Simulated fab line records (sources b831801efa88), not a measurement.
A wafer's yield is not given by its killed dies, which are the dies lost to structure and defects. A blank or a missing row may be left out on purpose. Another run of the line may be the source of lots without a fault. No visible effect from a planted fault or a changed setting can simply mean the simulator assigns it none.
fab line records	flow sky130
record: lots: 12	wafers: 36	last-day: 50
route steps=708 shown VIA2@520 METAL3@536 PAD_OPEN@708
lots that met no fault: taken from a fault-free run of the same line
start-h: hours from the record's first day to the start of the lot's first wafer shown	wait-h: time in hours since the lot's previous step	" repeats the value in the row above	L1.1+2: several wafers, shown together as one row	- no value, or no start given	* or withheld: withheld	< > ~ a bound
route shown NAME@n: names a module that has steps shown in the file, with the first one's number in the route	usual: mean/standard deviation taken from wafers without a fault	same: alike in all rows	chamber/n: place in a boat	sites: each site's reading	_std_site: standard deviation of those values	_edge_site: the outer-site mean with the inner-site mean subtracted	radius-mm: for every site, how far away it sits from the centre of the wafer	mask NAME#n: copy n	behind: the tool/chamber that last shaped the wafer	hold: why the lot was held/for how many hours/how that ended	device: the n, p or np transistor that did not switch	end of line: the same wafers' tests at the end of the route	a step without rows: its recipe alone	killed: dies that structure and defects cost at the first sort, which is not the same as the wafer's yield	map: dies across one wafer; x = killed, . = not, _ = none there
set.NAME: the setting as run; set.NAME@STEP: as run at that earlier step	model.NAME: the simulator's own value behind a step, which no gauge read
route steps across a sampled set of lots; one table per step, one row per wafer
services: the hour from which a tool's chamber was out of use, counted from the record's first day as start-h (under 0 if before that day), plus the number of hours and why
== steps ==
step: SKY_VIA2_OVL_MEAS_13
usual: VIA2_OVL: -2/5.4
lot.wafer	tool	chamber	start-h	wait-h	VIA2_OVL[nm]
L790.3	overlay-01	-	863.45	0.1	1
L790.4	"	-	"	"	3
L790.6	"	-	"	"	4
L793.2	overlay-02	-	870.13	0.1	-8
L793.3	"	-	"	"	-4
L793.6	"	-	"	"	-9
L796.2	overlay-01	-	895.67	0.1	-2
L796.5	"	-	"	"	5
L796.6	"	-	"	"	-1
L797.1	overlay-02	-	906.67	0.1	-12
L797.2	"	-	"	"	-13
L797.5	"	-	"	"	-13
L798.4	overlay-01	-	916.93	0.1	-1
L798.5	"	-	"	"	-5
L798.6	"	-	"	"	-7
L800.1	overlay-01	-	927.12	0.1	-2
L800.2	"	-	"	"	-3
L800.6	"	-	"	"	-1
L799.1	overlay-02	-	934.12	0.1	0
L799.3	"	-	"	"	-1
L799.5	"	-	"	"	-7
L805.2	overlay-02	-	958.62	0.1	5
L805.3	"	-	"	"	6
L805.6	"	-	"	"	2
L806.1	overlay-02	-	969.16	0.1	13
L806.2	"	-	"	"	4
L806.6	"	-	"	"	3
L809.3	overlay-01	-	987.55	0.1	-2
L809.4	"	-	"	"	-2
L809.6	"	-	"	"	-2
L811.2	overlay-01	-	994.68	0.1	-2
L811.3	"	-	"	"	6
L811.5	"	-	"	"	8
L813.1	overlay-01	-	1008.59	0.1	1
L813.2	"	-	"	"	-1
L813.4	"	-	"	"	3
step: SKY_VIA2_ETCH_14
recipe: chemistry: N2/H2	target: BARC	ion-energy-ev: 200	source-w: 500	bias-w: 100	pressure-mtorr: 30	n2-flow-sccm: 100	h2-flow-sccm: 200	stop-on: SiO2	time-s: 45.9	target-depth-a: 600
usual: drypump-motor-current-A: 5.7/0.4	oes-product-au: 0.855/0.0044	rf-fwd-power-W: 495.2/1.7	throttle-valve-pct: 13.225/0.01
lot.wafer	tool	chamber	start-h	wait-h	drypump-motor-current-A	oes-product-au	rf-fwd-power-W	rf-hours-counter-h	throttle-valve-pct
L790.3	rie-diel-03	2	863.47	0.0	5.1	0.856	493.4	1	13.229
L790.4	"	3	"	"	5.1	0.858	495.4	8	13.227
L790.6	"	2	"	"	5.1	0.856	493.1	-	13.234
L793.2	rie-diel-02	1	870.16	0.0	6.3	0.859	495.8	11	13.223
L793.3	"	2	"	"	5.9	0.855	494.9	8	13.213
L793.6	"	2	"	"	6.0	0.858	494.3	-	13.232
L796.2	rie-diel-02	0	895.70	0.0	5.8	0.862	498.2	6	13.201
L796.5	"	1	"	"	6.3	0.856	494.3	-	13.223
L796.6	"	2	"	"	6.0	0.852	495.1	-	13.208
L797.1	rie-diel-03	0	906.71	0.0	5.6	0.852	493.6	23	13.221
L797.2	"	3	"	"	5.1	0.858	496.8	9	13.223
L797.5	"	1	"	"	5.8	0.854	497.4	-	13.230
L798.4	rie-diel-03	2	916.95	0.0	5.1	0.860	492.0	2	13.222
L798.5	"	2	"	"	5.1	0.856	495.2	-	13.219
L798.6	"	1	"	"	5.8	0.854	494.8	-	13.215
L800.1	rie-diel-02	1	927.16	0.0	6.3	0.853	495.2	12	13.244
L800.2	"	0	"	"	5.9	0.862	494.3	7	13.230
L800.6	"	0	"	"	5.9	0.860	495.7	-	13.219
L799.1	rie-diel-03	1	934.16	0.0	5.8	0.861	494.0	20	13.200
L799.3	"	3	"	"	5.1	0.856	496.8	10	13.202
L799.5	"	0	"	"	5.7	0.860	494.1	-	13.232
L805.2	rie-diel-04	3	958.65	0.0	6.6	0.855	492.8	20	13.240
L805.3	"	1	"	"	5.5	0.859	494.1	20	13.239
L805.6	"	1	"	"	5.5	0.862	495.2	-	13.224
L806.1	rie-diel-03	1	969.19	0.0	5.8	0.848	493.5	21	13.222
L806.2	"	2	"	"	5.1	0.855	493.6	4	13.238
L806.6	"	3	"	"	5.1	0.857	496.5	-	13.210
L809.3	rie-diel-03	0	987.57	0.0	5.7	0.860	494.3	25	13.221
L809.4	"	1	"	"	5.8	0.860	496.3	22	13.225
L809.6	"	0	"	"	5.7	0.856	494.4	-	13.236
L811.2	rie-diel-04	1	994.71	0.0	5.5	0.854	494.3	21	13.229
L811.3	"	3	"	"	6.7	0.852	492.7	21	13.219
L811.5	"	2	"	"	5.6	0.864	494.1	-	13.220
L813.1	rie-diel-02	0	1008.62	0.0	5.9	0.856	495.5	9	13.214
L813.2	"	1	"	"	6.3	0.859	493.1	14	13.237
L813.4	"	3	"	"	6.0	0.855	496.5	8	13.244
step: SKY_METAL3_SPUTTER_04
recipe: material: TiN	target-thk-nm: 70	power-w: 6500	time-s: 58.3	chamber-pressure-pa: 0.4
usual: throttle-valve-pct: 29.3/1.2
lot.wafer	tool	chamber	start-h	wait-h	throttle-valve-pct
L790.3	pvd-sputter-03	-	864.95	0.0	28.4
L790.4	"	-	"	"	28.4
L790.6	"	-	"	"	30.9
L793.2	pvd-sputter-03	-	871.63	0.0	28.3
L793.3	"	-	"	"	29.7
L793.6	"	-	"	"	29.6
L796.2	pvd-sputter-02	-	897.68	0.0	29.3
L796.5	"	-	"	"	29.2
L796.6	"	-	"	"	30.4
L797.1	pvd-sputter-03	-	908.58	0.0	30.9
L797.2	"	-	"	"	29.6
L797.5	"	-	"	"	29.2
L798.4	pvd-sputter-02	-	918.76	0.0	31.7
L798.5	"	-	"	"	27.2
L798.6	"	-	"	"	29.5
L800.1	pvd-sputter-02	-	928.63	0.0	29.3
L800.2	"	-	"	"	30.3
L800.6	"	-	"	"	31.3
L799.1	pvd-sputter-02	-	935.66	0.0	26.8
L799.3	"	-	"	"	31.5
L799.5	"	-	"	"	29.5
L805.2	pvd-sputter-01	-	960.46	0.0	28.5
L805.3	"	-	"	"	29.5
L805.6	"	-	"	"	28.0
L806.1	pvd-sputter-03	-	970.67	0.0	30.9
L806.2	"	-	"	"	28.1
L806.6	"	-	"	"	28.9
L809.3	pvd-sputter-01	-	989.05	0.0	28.9
L809.4	"	-	"	"	29.7
L809.6	"	-	"	"	28.4
L811.2	pvd-sputter-01	-	996.18	0.0	29.7
L811.3	"	-	"	"	28.3
L811.5	"	-	"	"	28.9
L813.1	pvd-sputter-01	-	1010.10	0.0	28.4
L813.2	"	-	"	"	28.4
L813.4	"	-	"	"	29.5
step: SKY_METAL3_COAT_07
recipe: resist: BARC	temp-c: withheld	time-s: withheld	spin-rpm: 3000	resist-thk-nm: 60
usual: spin-speed-rpm: 2999.2/2.3
lot.wafer	tool	chamber	start-h	wait-h	spin-speed-rpm
L790.3	litho-track-04	0	901.87	0.1	2993.1
L790.4	"	0	"	"	2997.7
L790.6	"	0	"	"	2999.3
L793.2	litho-track-02	0	909.21	0.1	2997.9
L793.3	"	0	"	"	3001.0
L793.6	"	0	"	"	2997.0
L796.2	litho-track-04	0	935.39	0.1	3001.9
L796.5	"	0	"	"	3000.6
L796.6	"	0	"	"	2996.8
L797.1	litho-track-04	0	944.32	0.1	3000.5
L797.2	"	0	"	"	3000.0
L797.5	"	0	"	"	2998.0
L798.4	litho-track-03	0	955.43	0.1	2999.2
L798.5	"	0	"	"	3000.9
L798.6	"	0	"	"	3001.2
L800.1	litho-track-02	0	964.18	0.1	2998.8
L800.2	"	0	"	"	2997.4
L800.6	"	0	"	"	2998.7
L799.1	litho-track-04	0	970.27	0.1	3000.0
L799.3	"	0	"	"	2997.1
L799.5	"	0	"	"	3001.5
L805.2	litho-track-04	0	994.84	0.1	2878.9
L805.3	"	0	"	"	2881.1
L805.6	"	0	"	"	2878.7
L806.1	litho-track-04	0	1010.37	0.1	2881.0
L806.2	"	0	"	"	2881.4
L806.6	"	0	"	"	2878.7
L809.3	litho-track-02	0	1021.13	0.1	2998.3
L809.4	"	0	"	"	3000.6
L809.6	"	0	"	"	2999.0
L811.2	litho-track-02	0	1030.11	0.1	3000.8
L811.3	"	0	"	"	2999.3
L811.5	"	0	"	"	3002.4
L813.1	litho-track-02	0	1044.48	0.1	2997.6
L813.2	"	0	"	"	3000.7
L813.4	"	0	"	"	3001.7
step: SKY_PAD_OPEN_PROBE_99
usual: defect-limited-yield: 82.5/1.9	killed_at_M0_to_M3: 43/7.2	killed_at_M4_up: 3.1/1.8	killed-at-contacts: 24/5.4	killed-at-front-end: 15/4.4	killed-at-other: 0.4/0.56	killed-dies: 86/9.3	killed-open: 47/6.9	killed-short: 39/6.6	sort_bin_3_pad_short: 0.9/0.43	sort_bin_5_function: 10.4/1.5	sort_bin_6_memory: 6.2/1.1	sort-n-pass: 406/9.3	sort-yield-pct: 82.5/1.9
same: gross-dies: 492	killed-at-back-side: 0	sort_bin_4_leakage[%]: 0	sort_bin_8_speed[%]: 0
lot.wafer	tool	chamber	start-h	wait-h	defect-limited-yield[%]	killed_at_M0_to_M3	killed_at_M4_up	killed-at-contacts	killed-at-front-end	killed-at-other	killed-dies	killed-open	killed-short	sort_bin_3_pad_short[%]	sort_bin_5_function[%]	sort_bin_6_memory[%]	sort-n-pass	sort-yield-pct[%]
L793.2	prober-02	-	1093.60	0.1	83.3	42	3	23	14	0	82	40	42	0.2	10.2	6.3	410	83.3
L793.3	prober-02	-	1093.65	0.2	83.9	42	4	20	13	0	79	36	43	0.6	10.6	4.9	413	83.9
L793.6	prober-02	-	1093.80	0.2	82.1	44	5	19	19	1	88	47	41	1.2	11.0	5.7	404	82.1
L796.2	prober-01	-	1118.11	0.1	83.1	47	2	23	10	1	83	47	36	0.4	9.1	7.3	409	83.1
L796.5	prober-01	-	1118.26	0.2	81.7	49	1	24	16	0	90	51	39	0.8	12.6	4.9	402	81.7
L796.6	prober-01	-	1118.31	0.2	81.9	39	8	26	16	0	89	62	27	1.6	10.8	5.7	403	81.9
L797.1	prober-02	-	1121.07	0.1	81.7	39	5	25	21	0	90	51	39	1.4	10.8	6.1	402	81.7
L797.2	prober-02	-	1121.12	0.1	78.7	48	6	26	25	0	105	57	48	0.8	12.2	8.3	387	78.7
L797.5	prober-02	-	1121.27	0.2	81.5	46	1	24	20	0	91	52	39	1.0	10.6	6.9	401	81.5
L798.4	prober-01	-	1132.81	0.2	83.7	41	3	25	11	0	80	45	35	1.0	10.2	5.1	412	83.7
L798.5	prober-01	-	1132.86	0.2	81.9	43	5	31	9	1	89	49	40	1.0	10.0	7.1	403	81.9
L798.6	prober-01	-	1132.91	0.2	81.7	45	1	28	14	2	90	46	43	1.2	11.6	5.5	402	81.7
L805.2	prober-02	-	1163.50	0.1	85.0	38	5	19	11	1	74	30	44	1.2	8.9	4.9	418	85.0
L805.3	prober-02	-	1163.55	0.2	81.9	39	4	33	13	0	89	47	42	0.8	10.2	7.1	403	81.9
L805.6	prober-02	-	1163.70	0.2	82.9	51	3	18	12	0	84	49	35	0	10.6	6.5	408	82.9
L811.2	prober-02	-	1189.10	0.1	79.3	49	6	26	20	1	102	48	54	2.0	11.6	7.1	390	79.3
L811.3	prober-02	-	1189.15	0.2	83.3	44	6	25	6	1	82	45	37	1.4	10.0	5.3	410	83.3
L811.5	prober-02	-	1189.25	0.2	83.7	41	1	19	18	1	80	38	42	1.0	7.7	7.5	412	83.7
L813.1	prober-02	-	1201.16	0.1	81.7	37	5	28	20	0	90	46	44	1.2	11.6	5.5	402	81.7
L813.2	prober-02	-	1201.21	0.1	79.9	49	2	37	11	0	99	51	48	1.2	12.0	6.9	393	79.9
L813.4	prober-02	-	1201.31	0.2	84.3	43	1	23	10	0	77	42	35	0.6	7.5	7.5	415	84.3
killed by level:class
L793.2 CONTACT:geometric-particle:open=8 VIA2:geometric-particle:open=8 CONTACT:geometric-particle:short=7 VIA1:geometric-particle:open=7 VIA2:geometric-particle:short=5 METAL3:geometric-particle:short=5 POLY_GATE:geometric-particle:short=4 LI_CONTACT:geometric-particle:short=4
L793.3 VIA1:geometric-particle:open=9 CONTACT:geometric-particle:open=7 METAL3:geometric-particle:short=6 VIA2:geometric-particle:open=5 CONTACT:geometric-particle:short=5 METAL2:geometric-particle:short=5 POLY_GATE:geometric-particle:short=4 VIA1:geometric-particle:short=4
L793.6 CONTACT:geometric-particle:open=9 VIA1:geometric-particle:open=8 LI_CONTACT:geometric-particle:open=6 VIA3:geometric-particle:open=6 VIA1:geometric-particle:short=5 VIA2:geometric-particle:short=5 VIA2:geometric-particle:open=5 POLY_GATE:geometric-particle:open=4
L796.2 VIA1:geometric-particle:open=12 CONTACT:geometric-particle:open=8 METAL1:geometric-particle:short=6 VIA2:geometric-particle:open=6 VIA3:geometric-particle:short=5 LI_CONTACT:geometric-particle:open=5 LOCAL_INTERCONNECT:geometric-particle:short=5 VIA3:geometric-particle:open=5
L796.5 LI_CONTACT:geometric-particle:open=8 VIA1:geometric-particle:open=8 VIA3:geometric-particle:open=7 METAL1:geometric-particle:short=6 METAL2:geometric-particle:short=6 FIELD_ISO:geometric-particle:open=5 LOCAL_INTERCONNECT:geometric-particle:short=5 CONTACT:geometric-particle:open=5
L796.6 VIA1:geometric-particle:open=13 LI_CONTACT:geometric-particle:open=11 CONTACT:geometric-particle:open=11 VIA3:geometric-particle:open=7 FIELD_ISO:geometric-particle:open=4 METAL4:geometric-particle:short=4 VIA4:geometric-particle:open=4 METAL2:geometric-particle:short=4
L797.1 VIA1:geometric-particle:open=11 LI_CONTACT:geometric-particle:open=10 POLY_GATE:geometric-particle:short=7 CONTACT:geometric-particle:open=7 VIA3:geometric-particle:open=5 METAL2:geometric-particle:short=4 POLY_GATE:geometric-particle:open=4 METAL3:geometric-particle:short=4
L797.2 VIA1:geometric-particle:open=18 VIA1:geometric-particle:short=12 LI_CONTACT:geometric-particle:open=9 POLY_GATE:geometric-particle:open=8 CONTACT:geometric-particle:open=7 METAL4:geometric-particle:short=6 FIELD_ISO:geometric-particle:open=5 POLY_GATE:geometric-particle:short=5
L797.5 VIA1:geometric-particle:open=12 CONTACT:geometric-particle:open=9 VIA1:geometric-particle:short=8 VIA2:geometric-particle:open=6 CONTACT:geometric-particle:short=6 VIA3:geometric-particle:open=6 POLY_GATE:geometric-particle:open=5 FIELD_ISO:geometric-particle:short=4
L798.4 LI_CONTACT:geometric-particle:open=7 VIA1:geometric-particle:open=7 VIA2:geometric-particle:open=7 CONTACT:geometric-particle:open=6 METAL2:geometric-particle:short=6 FIELD_ISO:geometric-particle:open=5 LOCAL_INTERCONNECT:geometric-particle:short=5 METAL1:geometric-particle:short=5
L798.5 LI_CONTACT:geometric-particle:open=11 VIA3:geometric-particle:open=8 LOCAL_INTERCONNECT:geometric-particle:short=7 CONTACT:geometric-particle:open=7 VIA2:geometric-particle:open=7 METAL1:geometric-particle:short=6 VIA1:geometric-particle:open=6 METAL2:geometric-particle:short=5
L798.6 CONTACT:geometric-particle:open=10 METAL2:geometric-particle:short=8 VIA1:geometric-particle:short=7 LOCAL_INTERCONNECT:geometric-particle:short=6 VIA1:geometric-particle:open=6 VIA2:geometric-particle:open=5 METAL3:geometric-particle:short=5 FIELD_ISO:geometric-particle:open=4
L805.2 METAL1:geometric-particle:short=9 FIELD_ISO:geometric-particle:short=6 VIA3:geometric-particle:open=6 CONTACT:geometric-particle:open=6 VIA1:geometric-particle:open=5 LI_CONTACT:geometric-particle:open=4 CONTACT:geometric-particle:short=4 VIA1:geometric-particle:short=4
L805.3 CONTACT:geometric-particle:open=11 VIA1:geometric-particle:open=8 CONTACT:geometric-particle:short=7 METAL2:geometric-particle:short=6 VIA3:geometric-particle:open=6 LI_CONTACT:geometric-particle:open=5 POLY_GATE:geometric-particle:short=5 LOCAL_INTERCONNECT:geometric-particle:short=5
L805.6 VIA1:geometric-particle:open=11 VIA3:geometric-particle:open=9 VIA2:geometric-particle:open=8 CONTACT:geometric-particle:open=6 FIELD_ISO:geometric-particle:open=5 LOCAL_INTERCONNECT:geometric-particle:short=5 VIA1:geometric-particle:short=5 METAL3:geometric-particle:short=4
L811.2 VIA1:geometric-particle:open=11 CONTACT:geometric-particle:open=9 FIELD_ISO:geometric-particle:open=6 VIA2:geometric-particle:short=6 METAL1:geometric-particle:short=6 VIA1:geometric-particle:short=6 METAL4:geometric-particle:short=6 POLY_GATE:geometric-particle:short=5
L811.3 CONTACT:geometric-particle:open=11 VIA1:geometric-particle:open=10 METAL1:geometric-particle:short=6 LI_CONTACT:geometric-particle:open=5 LOCAL_INTERCONNECT:geometric-particle:short=5 VIA2:geometric-particle:open=5 VIA1:geometric-particle:short=5 VIA3:geometric-particle:open=5
L811.5 VIA1:geometric-particle:open=8 VIA3:geometric-particle:open=6 METAL1:geometric-particle:short=5 VIA2:geometric-particle:open=5 FIELD_ISO:geometric-particle:short=4 POLY_GATE:geometric-particle:short=4 POLY_GATE:geometric-particle:open=4 LOCAL_INTERCONNECT:geometric-particle:short=4
L813.1 CONTACT:geometric-particle:open=10 LI_CONTACT:geometric-particle:open=8 VIA1:geometric-particle:open=8 CONTACT:geometric-particle:short=6 METAL3:geometric-particle:short=5 FIELD_ISO:geometric-particle:short=4 METAL1:geometric-particle:short=4 METAL2:geometric-particle:short=4
L813.2 VIA1:geometric-particle:open=13 CONTACT:geometric-particle:open=12 CONTACT:geometric-particle:short=8 VIA1:geometric-particle:short=8 LI_CONTACT:geometric-particle:open=7 LOCAL_INTERCONNECT:geometric-particle:short=5 METAL1:geometric-particle:short=5 VIA2:geometric-particle:open=5
L813.4 CONTACT:geometric-particle:open=11 VIA2:geometric-particle:open=9 VIA1:geometric-particle:short=9 VIA1:geometric-particle:open=7 METAL1:geometric-particle:short=5 METAL2:geometric-particle:short=5 VIA3:geometric-particle:open=5 FIELD_ISO:geometric-particle:short=4
== services ==
tool	chamber	start-h	hours	kind
rie-diel-02	1	845.17	14.1	repair
pvd-sputter-03	-	851.53	0.9	repair
pvd-sputter-02	-	880.29	3.3	repair
rie-diel-04	0	892.37	4.4	repair
rie-diel-04	-	895.45	1.3	repair
rie-diel-02	3	902.15	10.7	repair
rie-diel-03	1	909.01	7.3	repair
rie-diel-03	0	919.46	7.2	repair
rie-diel-03	2	947.79	2.4	repair
rie-diel-04	2	956.14	1.6	repair
rie-diel-02	2	962.28	14.0	repair
rie-diel-03	1	996.79	3.9	repair
rie-diel-04	0	1001.40	1.3	repair
pvd-sputter-03	-	1003.82	0.9	repair
rie-diel-02	1	1015.69	13.7	repair
== key ==
first-sign: step: SKY_METAL3_COAT_07	reading: spin-speed-rpm	direction: down	sigmas: 52	usual: 2999.2	struck: 2880.0
effect none on later readings
met-at SKY_METAL3_COAT_07
struck-lots L805,L806
not-acting-at SKY_VIA2_OVL_MEAS_13,SKY_VIA2_ETCH_14,SKY_METAL3_SPUTTER_04
onset-between 970.27 994.84
fault: kind: process-parameter-drift	tool: litho-track-04	chamber: -	onset-h: 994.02	steps: SKY_METAL3_COAT_07	channel: spin-rpm	offset: -118.76	shape: step	end-h: 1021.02	acts-in: these-recipes-only	stated: 3000
